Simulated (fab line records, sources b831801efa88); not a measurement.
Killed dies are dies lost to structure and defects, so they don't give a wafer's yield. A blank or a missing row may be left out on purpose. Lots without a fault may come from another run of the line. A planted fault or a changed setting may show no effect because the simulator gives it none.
Which tool did it? | flow sky130 | 11 lots, 33 wafers sampled, at 3 steps of a route of 708

WHAT THE GAUGES READ, wafer by wafer
SKY_CAPM_RS_MEAS_03: measures by four-point-probe.
lot  | measured     | on            | CAPM_TIN_RS (ohm/sq)
L806 | day 37 16:27 | film_metro-03 | 7.04 7.03 7.07
L808 | day 38 01:41 | film_metro-03 | 6.93 6.99 6.88
L809 | day 38 15:38 | film_metro-03 | 6.97 6.90 7.01
L810 | day 38 20:01 | film_metro-02 | 6.91 7.02 6.83
L813 | day 40 14:27 | film_metro-01 | 6.97 6.99 6.88
L812 | day 40 15:16 | film_metro-03 | 6.87 6.90 6.90
L817 | day 40 21:57 | film_metro-02 | 6.97 6.92 6.97
L819 | day 41 10:41 | film_metro-01 | 6.90 6.95 6.97
L822 | day 42 03:50 | film_metro-02 | 6.78 6.90 6.83
L823 | day 42 07:53 | film_metro-03 | 6.82 6.80 6.83
L824 | day 42 17:43 | film_metro-03 | 6.96 6.97 6.94

WHICH TOOL RAN EACH LOT (tool, then ch and the chambers of the sampled wafers, then the start)
lot  | SKY_VIA2_SPUTTER_20          | SKY_CAPM_SPUTTER_02
L806 | pvd_sputter-03, day 37 15:25 | pvd_sputter-04, day 37 16:19
L808 | pvd_sputter-04, day 38 00:40 | pvd_sputter-04, day 38 01:34
L809 | pvd_sputter-02, day 38 14:34 | pvd_sputter-04, day 38 15:29
L810 | pvd_sputter-02, day 38 18:58 | pvd_sputter-02, day 38 19:52
L813 | pvd_sputter-03, day 40 13:19 | pvd_sputter-04, day 40 14:20
L812 | pvd_sputter-03, day 40 14:11 | pvd_sputter-04, day 40 15:10
L817 | pvd_sputter-03, day 40 20:52 | pvd_sputter-04, day 40 21:48
L819 | pvd_sputter-03, day 41 09:40 | pvd_sputter-04, day 41 10:35
L822 | pvd_sputter-02, day 42 02:49 | pvd_sputter-02, day 42 03:44
L823 | pvd_sputter-03, day 42 06:50 | pvd_sputter-04, day 42 07:45
L824 | pvd_sputter-02, day 42 16:40 | pvd_sputter-04, day 42 17:34
- SKY_VIA2_SPUTTER_20: material TiN, target thk 20 nm, time 80 s.
- SKY_CAPM_SPUTTER_02: material TiN, target thk 200 nm, time 166.7 s.

THE ANSWER, worked out from the rows above alone
Rule: what is usual is taken from the lots themselves. Put in order of their means at a reading, lots are off if they are a third of the lots or fewer, leave a main group of 4 or more, and stand apart from it by a gap of 3 or more times the standard deviation of the main group's means; of several such gaps the widest counts. A main group whose means are all the same, to the digits that the tables above print for the reading, isn't used. A lot without any number at a reading at which 4 lots or more have one is off too. The other lots that the step has rows for count as sound.
No lot is off at any reading shown: from this, nothing can be told.

WHAT THE SIMULATOR HAD PUT IN
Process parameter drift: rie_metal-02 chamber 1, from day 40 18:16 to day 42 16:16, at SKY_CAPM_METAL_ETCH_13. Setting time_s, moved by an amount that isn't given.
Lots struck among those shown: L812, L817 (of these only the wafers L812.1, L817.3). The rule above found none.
